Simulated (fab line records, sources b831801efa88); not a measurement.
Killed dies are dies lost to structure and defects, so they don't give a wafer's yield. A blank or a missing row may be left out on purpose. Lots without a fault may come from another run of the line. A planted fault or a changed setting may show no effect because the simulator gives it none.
A struck lot beside a sound one | flow gf180mcu | 16 steps out of a route of 602
Sound: wafers L974.1, L974.2, L974.3. Struck: wafers L964.2, L964.3, L964.4. The cause comes at the end.
At each step with rows: each side's tool, then ch and its chambers, then its first start. Under that, the readings that differ: sound wafers | struck wafers | difference of the means | sigmas: that difference in standard deviations of wafers without a fault.
alike: readings whose means differ by less than 2 such deviations, and words and numbers that are the same on both sides. not compared: withheld readings, readings that some wafer has no value for, bounds like >300 that may hide the same value, and numbers for which the record gives no deviation and whose values overlap.
The two part at a step that has a row with sigmas, a row that says differs or no value, or rows on one side only. Numbers that don't overlap but have no deviation are shown without sigmas and don't part them. A reading that every wafer of one side lacks parts them only if that side has two wafers or more.

first, 6 steps without rows for these wafers: GF_M4_HMDS_08 (prime time 60 s); GF_M4_COAT_09 (resist thk 1000 nm); GF_M4_SOFTBAKE_10 (time 60 s); GF_M4_EXPOSE_11 (exposes mask Metal4, target cd 280 nm); GF_M4_PEB_12 (peb time 90 s); GF_M4_DEVELOP_13 (develop time 60 s).
GF_M4_CD_MEAS_14: target cd 280 nm.
  sound on cd_sem-01, day 30 05:10; struck on cd_sem-02, day 27 11:37
  alike: cd_nm
GF_M4_OVL_MEAS_15:
  sound on overlay-01, day 30 05:17; struck on overlay-02, day 27 11:43
  alike: M4_OVL
GF_M4_METAL_ETCH_16: etches the open film in Cl2/BCl3, stops on SiO2, target depth 750.8 nm, time 125.1 s.
  sound on rie_metal-01 ch 0,1, day 30 05:19; struck on rie_metal-01 ch 0,1, day 27 11:45
  alike: drypump_motor_current_A, he_backside_leak_sccm, mfc_cl2_sccm, oes_product_au, throttle_valve_pct
  not compared: rf_hours_counter_h
GF_M4_STRIP_17: strips in O2/N2.
  sound on plasma_asher-03 ch 0,1, day 30 05:27; struck on plasma_asher-02 ch 0,1, day 27 11:53
  reading                      | sound          | struck         | difference | sigmas
  strip_time_to_endpoint_s (s) | 7.44 7.50 7.44 | 7.33 7.39 7.32 | -0.11      | -2
  alike: drypump_motor_current_A, heater_power_w, oes_product_au
  not compared: rf_hours_counter_h
then, 2 steps without rows for these wafers: GF_M4_STRIP_18 (strips in post etch residue remover, time 1200 s); GF_M4_CLEAN_19 (cleans in DIW).
GF_V4_CVD_00: deposits SiO2, target thk 600 nm, time 100 s.
  sound on hdpcvd-01 ch 0,1,2, day 30 06:03; struck on hdpcvd-01 ch 0,2, day 27 12:27
  reading                             | sound             | struck            | difference | sigmas
  sih4_flow_sccm (sccm)               | 59.71 60.27 60.14 | 90.18 89.86 90.08 | +30.00     | +99 or more
  model.SiO2_of_V4_CVD_00.thk_nm (nm) | 605.2 602 597.3   | 902.4 910.7 903.6 | +304.1     |
  alike: pressure_mtorr
GF_V4_THK_MEAS_01:
  sound on film_metro-03, day 30 06:07; struck on film_metro-04, day 27 12:32
  reading            | sound       | struck      | difference | sigmas
  V4_CVD_00_THK (nm) | 606 602 597 | 902 911 903 | +304       | +51
GF_V4_CVD_02: deposits SiO2 from TEOS, target thk 850 nm, time 94.851 s.
  sound on pecvd-02 ch 0,1,2, day 30 06:11; struck on pecvd-02 ch 0,2, day 27 12:35
  alike: heater_power_w
then, 1 step without rows for these wafers: GF_PASSIVATION_PROBE_99.

WHERE THEY PART
First at GF_M4_STRIP_17; last, within this record, at GF_V4_THK_MEAS_01. Later steps at which nothing parts them and some readings are alike: GF_V4_CVD_02.

WHY: what the simulator had put in
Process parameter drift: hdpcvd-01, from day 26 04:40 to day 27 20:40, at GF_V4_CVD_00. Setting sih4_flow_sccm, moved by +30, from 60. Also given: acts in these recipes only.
